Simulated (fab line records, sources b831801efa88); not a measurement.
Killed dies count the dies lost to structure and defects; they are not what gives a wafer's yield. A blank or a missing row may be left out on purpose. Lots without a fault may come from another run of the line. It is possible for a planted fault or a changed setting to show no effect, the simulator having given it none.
fab line records    flow sfq-line
record: lots: 6  wafers: 18  last-day: 86
route steps=325 shown M1@68 I1@73
lots with no fault: from the same line, run without faults
start-h: hours from the record's opening day to when the first of the lot's shown wafers began    wait-h: hours elapsed since this lot's preceding step    " identical to the entry in the row above    L1.1+2: a row that stands for several wafers    - no value present, or no start provided    * or withheld: withheld    < > ~ a bound
route shown NAME@n: a module of which the file shows steps, and the number in the route of the first    usual: the fault-free wafers' mean and standard deviation    same: alike in all rows    chamber/n: place in a boat    sites: the reading at each site    _std_site: standard deviation of those values    _edge_site: the outer-site mean with the inner-site mean subtracted    radius-mm: for every site, how far away it sits from the centre of the wafer    mask NAME#n: copy n    behind: tool/chamber where the wafer was last shaped    hold: reason for holding the lot/hours on hold/outcome of the hold    device: the transistor (n, p or np) that didn't switch    end of line: tests of these same wafers at the route's end    a step with no rows: only its recipe    killed: count of dies lost to structure and defects at first sort (not the wafer's yield)    map: a wafer's dies, x killed, . not, _ none there
set.NAME: the setting that was run; set.NAME@STEP: the one run at that earlier step    model.NAME: the simulator's own value behind a step, which no gauge read
lots at some steps of the route; a table a step, a row a wafer
services: a tool's chamber out of use, with start hour (start-h, from the record's first day; less than 0 if before it), hours out, and reason
== steps ==
step: SFQ_M1_OVL_MEAS_911
usual: M1_OVL: 0/5.8
lot.wafer  tool        chamber  start-h  wait-h  M1_OVL[nm]
L526.3     overlay-02  -        594.52   0.1     -4
L526.4     "           -        "        "       -11
L526.5     "           -        "        "       -4
L527.3     overlay-02  -        599.32   0.1     -2
L527.5     "           -        "        "       0
L527.6     "           -        "        "       5
L528.1     overlay-02  -        601.70   0.1     2
L528.2     "           -        "        "       15
L528.6     "           -        "        "       7
L539.4     overlay-02  -        698.84   0.1     4
L539.5     "           -        "        "       2
L539.6     "           -        "        "       5
L540.1     overlay-02  -        714.42   0.1     -1
L540.4     "           -        "        "       4
L540.5     "           -        "        "       -7
L544.2     overlay-02  -        750.43   0.1     13
L544.3     "           -        "        "       4
L544.6     "           -        "        "       9
step: SFQ_TRILAYER_M1_BARC_OPEN_METAL_ETCH_054
recipe: mask-material: PR  chemistry: O2  target-depth-nm: 125  target: BARC  icp-w: 600  bias-w: 80  pressure-mtorr: 10  time-s: 41.7
usual: drypump-motor-current-A: 5.6/0.51  oes-product-au: 0.685/0.0047  rf-fwd-power-W: 593.5/2.8
lot.wafer  tool          chamber  start-h  wait-h  drypump-motor-current-A  oes-product-au  rf-fwd-power-W  rf-hours-counter-h
L526.3     rie-metal-04  1        594.58   0.1     5.7                      0.686           591.2           -
L526.4     "             1        "        "       5.7                      0.682           592.3           -
L526.5     "             1        "        "       5.7                      0.682           589.2           -
L527.3     rie-metal-01  1        599.36   0.0     6.0                      0.681           593.5           -
L527.5     "             1        "        "       6.0                      0.692           593.6           -
L527.6     "             0        "        "       5.2                      0.685           591.2           -
L528.1     rie-metal-03  0        601.74   0.0     6.1                      0.686           589.9           15
L528.2     "             1        "        "       4.8                      0.678           593.2           124
L528.6     "             1        "        "       4.8                      0.689           595.2           -
L539.4     rie-metal-03  0        698.88   0.0     6.1                      0.687           592.1           -
L539.5     "             1        "        "       4.8                      0.686           596.1           -
L539.6     "             0        "        "       6.1                      0.678           591.5           -
L540.1     rie-metal-01  1        714.46   0.0     6.0                      0.682           594.7           89
L540.4     "             0        "        "       5.3                      0.691           592.0           -
L540.5     "             1        "        "       5.9                      0.678           596.4           -
L544.2     rie-metal-03  1        750.46   0.0     4.8                      0.685           594.8           149
L544.3     "             0        "        "       6.1                      0.691           591.6           -
L544.6     "             0        "        "       6.1                      0.687           591.1           -
step: SFQ_TRILAYER_M1_ETCH_METAL_ETCH_042
recipe: target: Nb  stop-on: SiO2  mask-material: PR  chemistry: Cl2/Ar  target-depth-nm: 240  icp-w: 600  bias-w: 80  pressure-mtorr: 10  time-s: 120
usual: drypump-motor-current-A: 5.6/0.52  oes-product-au: 0.894/0.0075  rf-fwd-power-W: 596.9/2.1
lot.wafer  tool          chamber  start-h  wait-h  drypump-motor-current-A  oes-product-au  rf-fwd-power-W  rf-hours-counter-h
L526.3     rie-metal-04  1        594.74   0.1     5.6                      0.893           601.6           -
L526.4     "             1        "        "       5.7                      0.898           597.7           -
L526.5     "             1        "        "       5.6                      0.888           599.8           -
L527.3     rie-metal-01  1        599.44   0.1     6.0                      0.893           596.3           -
L527.5     "             1        "        "       6.0                      0.904           595.8           -
L527.6     "             0        "        "       5.2                      0.892           593.8           -
L528.1     rie-metal-03  0        601.80   0.0     6.1                      0.890           596.1           15
L528.2     "             1        "        "       4.8                      0.889           599.1           124
L528.6     "             1        "        "       4.8                      0.885           595.3           -
L539.4     rie-metal-03  0        698.96   0.1     6.1                      0.908           595.5           -
L539.5     "             1        "        "       4.8                      0.883           596.3           -
L539.6     "             0        "        "       6.1                      0.887           595.3           -
L540.1     rie-metal-01  1        714.52   0.0     6.0                      0.888           601.5           89
L540.4     "             0        "        "       5.2                      0.895           596.6           -
L540.5     "             1        "        "       6.0                      0.903           597.9           -
L544.2     rie-metal-03  1        750.52   0.0     4.8                      0.890           597.6           149
L544.3     "             0        "        "       6.1                      0.898           591.6           -
L544.6     "             0        "        "       6.2                      0.904           596.2           -
step: SFQ_TRILAYER_M1_STRIP_STRIP_043
recipe: gas: O2  power-w: 200  platen-temp-c: 40  overash-fraction: 0.65  chemistry: O2  pressure-mtorr: 50
usual: drypump-motor-current-A: 5.6/0.52  oes-product-au: 1.000/0.0086
lot.wafer  tool          chamber  start-h  wait-h  drypump-motor-current-A  oes-product-au  rf-hours-counter-h
L526.3     rie-metal-04  1        595.31   0.5     5.7                      1.012           -
L526.4     "             1        "        "       5.7                      0.995           -
L526.5     "             1        "        "       5.7                      1.010           -
L527.3     rie-metal-01  1        599.73   0.2     6.0                      0.994           -
L527.5     "             1        "        "       6.0                      0.992           -
L527.6     "             0        "        "       5.2                      0.986           -
L528.1     rie-metal-03  0        601.93   0.1     6.2                      1.016           16
L528.2     "             1        "        "       4.8                      1.012           124
L528.6     "             1        "        "       4.8                      1.007           -
L539.4     rie-metal-03  0        699.24   0.2     6.2                      1.009           -
L539.5     "             1        "        "       4.8                      1.009           -
L539.6     "             0        "        "       6.2                      1.007           -
L540.1     rie-metal-01  1        714.64   0.1     6.0                      0.997           89
L540.4     "             0        "        "       5.2                      0.987           -
L540.5     "             1        "        "       6.0                      0.982           -
L544.2     rie-metal-03  1        750.64   0.1     4.8                      0.997           149
L544.3     "             0        "        "       6.1                      1.010           -
L544.6     "             0        "        "       6.2                      0.998           -
step: SFQ_TRILAYER_M1_STRIP_SOLV_CLEAN_044
recipe: chemistry: NMP  temp-c: 70  time-s: 600
step: SFQ_TRILAYER_I1_DEP_PECVD_045
recipe: material: SiO2  temp-c: 150  time-s: 111.11  pressure-torr: 2.4  rf-w: 183.3  precursor: SiH4/N2O  target-thk-nm: 500
usual: heater-power-w: 85/19  rf-fwd-power-W: 182.4/0.66  throttle-valve-pct: 24.7/1
lot.wafer  tool      chamber  start-h  wait-h  heater-power-w  rf-fwd-power-W  throttle-valve-pct
L526.3     pecvd-03  1        596.29   0.0     70              182.4           25.0
L526.4     "         0        "        "       74              182.1           23.7
L526.5     "         2        "        "       116             183.1           23.2
L527.3     pecvd-01  0        600.30   0.0     70              182.3           25.3
L527.5     "         1        "        "       93              181.8           24.0
L527.6     "         2        "        "       84              182.3           26.3
L528.1     pecvd-02  1        602.70   0.0     97              182.5           25.9
L528.2     "         2        "        "       78              182.9           24.2
L528.6     "         0        "        "       86              181.3           24.5
L539.4     pecvd-02  1        699.86   0.0     86              182.1           26.4
L539.5     "         0        "        "       95              181.6           24.9
L539.6     "         2        "        "       77              182.5           24.5
L540.1     pecvd-03  1        715.42   0.0     65              182.7           25.4
L540.4     "         1        "        "       67              182.8           25.5
L540.5     "         2        "        "       114             182.8           23.6
L544.2     pecvd-02  1        751.42   0.0     96              181.6           26.4
L544.3     "         2        "        "       77              182.1           24.7
L544.6     "         0        "        "       92              182.2           24.9
step: SFQ_TRILAYER_I1_CMP_CMP_046
recipe: material: SiO2  down-force-psi: 3  platen-rpm: 60  pad-velocity-m-s: 0.94248
usual: motor-current-A: 10.2/1  slurry-filter-dp-kPa: 13.51/0.14  time-to-endpoint-s: 213/7.1
lot.wafer  tool    chamber  start-h  wait-h  motor-current-A  slurry-filter-dp-kPa  time-to-endpoint-s
L526.3     cmp-02  1        609.10   12.8    10.9             13.54                 198
L526.4     "       2        "        "       10.9             13.52                 200
L526.5     "       2        611.60   15.2    11.5             13.63                 207
L527.3     cmp-02  1        613.10   12.8    11.1             13.43                 215
L527.6     "       3        614.10   13.7    10.6             13.42                 213
L527.5     "       0        "        "       8.7              13.58                 219
L528.1     cmp-02  3        616.10   13.4    11.0             13.54                 201
L528.2     "       0        "        "       9.0              13.67                 207
L528.6     "       1        "        "       10.7             13.40                 203
L539.4     cmp-02  2        703.59   3.7     10.8             13.56                 203
L539.5     "       1        705.09   5.2     10.6             13.49                 223
L539.6     "       2        "        "       11.0             13.54                 203
L540.1     cmp-02  0        719.09   3.6     8.8              13.54                 223
L540.4     "       1        "        "       11.6             13.26                 221
L540.5     "       2        "        "       11.0             13.84                 216
L544.2     cmp-02  3        752.00   0.5     10.8             13.35                 207
L544.3     "       0        "        "       8.7              13.65                 205
L544.6     "       2        753.50   2.0     11.2             13.34                 219
step: SFQ_I1_BOW_MEAS_912
recipe: mode: bow
usual: I1_BOW: 3/8
lot.wafer  tool           chamber  start-h  wait-h  I1_BOW[um]
L526.3     film-metro-02  -        612.14   2.5     -5
L526.4     "              -        "        "       1
L526.5     "              -        "        "       -7
L527.3     film-metro-02  -        615.14   1.5     10
L527.5     "              -        "        "       8
L527.6     "              -        "        "       22
L528.1     film-metro-01  -        618.10   1.5     3
L528.2     "              -        "        "       -5
L528.6     "              -        "        "       9
L539.4     film-metro-01  -        706.15   2.1     -5
L539.5     "              -        "        "       0
L539.6     "              -        "        "       6
L540.1     film-metro-04  -        721.09   1.5     7
L540.4     "              -        "        "       8
L540.5     "              -        "        "       -1
L544.2     film-metro-01  -        754.52   2.0     -3
L544.3     "              -        "        "       5
L544.6     "              -        "        "       4
step: SFQ_TRILAYER_I1_METRO_MEASURE_047
step: SFQ_TRILAYER_I1_VIA_LITHO_COAT_054
recipe: resist: BARC  spin-rpm: 3000  resist-thk-nm: 62
step: SFQ_TRILAYER_I1_VIA_LITHO_COAT_049
recipe: resist: KrF  spin-rpm: 3000  resist-thk-nm: 650
step: SFQ_TRILAYER_I1_VIA_LITHO_SOFTBAKE_053
recipe: temp-c: withheld  time-s: withheld  resist: KrF
step: SFQ_TRILAYER_I1_VIA_LITHO_EXPOSE_050
recipe: mask-id: I1  na: 0.6  source-shape: conventional  sigma-outer: 0.65  target-cd-nm: 500  dose-mj: 21.3
usual: exposure-dose-mJ-cm2: 21.298/0.019  focus-offset-nm: -0.1/0.52  na: 0.6/0
lot.wafer  tool            chamber  start-h  wait-h  mask  exposure-dose-mJ-cm2  focus-offset-nm  na
L526.3     krf-scanner-02  -        615.09   -       I1#0  -                     -                -
L526.4     "               -        "        "       I1#0  -                     -                -
L526.5     "               -        "        "       I1#0  -                     -                -
L527.3     krf-scanner-02  -        618.74   -       I1#0  -                     -                -
L527.5     "               -        "        "       I1#0  -                     -                -
L527.6     "               -        "        "       I1#0  -                     -                -
L528.1     krf-scanner-02  0        620.74   -       I1#0  21.281                0.6              0.6
L528.2     "               0        "        "       I1#0  21.290                -0.2             0.6
L528.6     "               0        "        "       I1#0  21.301                0.5              0.6
L539.4     krf-scanner-01  0        844.08   -       I1#0  21.279                -0.3             0.6
L539.5     "               0        "        "       I1#0  21.321                -0.6             0.6
L539.6     "               0        "        "       I1#0  21.344                0.0              0.6
L540.1     krf-scanner-02  0        859.21   -       I1#0  21.321                -0.1             0.6
L540.4     "               0        "        "       I1#0  21.283                0.3              0.6
L540.5     "               0        "        "       I1#0  21.302                -0.3             0.6
L544.2     krf-scanner-02  0        891.81   -       I1#0  21.308                -0.4             0.6
L544.3     "               0        "        "       I1#0  21.320                0.1              0.6
L544.6     "               0        "        "       I1#0  21.335                -0.1             0.6
step: SFQ_TRILAYER_I1_VIA_LITHO_PEB_052
recipe: peb-temp-c: 115  peb-time-s: 60  resist: KrF
== services ==
tool            chamber  start-h  hours  kind
krf-scanner-02  -        572.38   0.2    repair
krf-scanner-02  -        589.67   0.8    pm
rie-metal-04    0        590.58   6.5    repair
krf-scanner-02  -        627.65   1.6    repair
rie-metal-01    -        637.56   1.4    pm
krf-scanner-02  -        639.57   0.4    repair
krf-scanner-02  -        650.82   1.0    pm
krf-scanner-02  -        672.02   1.3    pm
cmp-02          -        672.31   1.1    repair
pecvd-02        -        679.87   0.6    repair
cmp-02          -        688.41   4.9    pm
pecvd-02        -        688.50   0.8    pm
rie-metal-04    -        714.82   14.6   pm
cmp-02          -        723.68   1.3    repair
rie-metal-01    -        725.69   1.1    repair
cmp-02          -        746.91   4.0    pm
krf-scanner-02  -        752.56   1.1    repair
krf-scanner-02  -        757.90   0.8    pm
rie-metal-03    -        792.23   2.8    pm
krf-scanner-02  -        818.81   1.0    pm
krf-scanner-02  -        824.61   3.6    pm
cmp-02          -        835.19   1.6    repair
krf-scanner-02  -        840.46   3.0    pm
krf-scanner-02  -        848.32   1.3    pm
== key ==
first-sign: step: SFQ_TRILAYER_I1_VIA_LITHO_EXPOSE_050  reading: tool-record  direction: missing
effect none on later readings
met-at SFQ_TRILAYER_I1_VIA_LITHO_EXPOSE_050
struck-wafers L526.3,L526.4,L526.5,L527.3,L527.5,L527.6
fault: kind: skipped-step-whole  tool: krf-scanner-02  chamber: -  onset-h: 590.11  steps: SFQ_TRILAYER_I1_VIA_LITHO_EXPOSE_050  scope: struck-lots-only
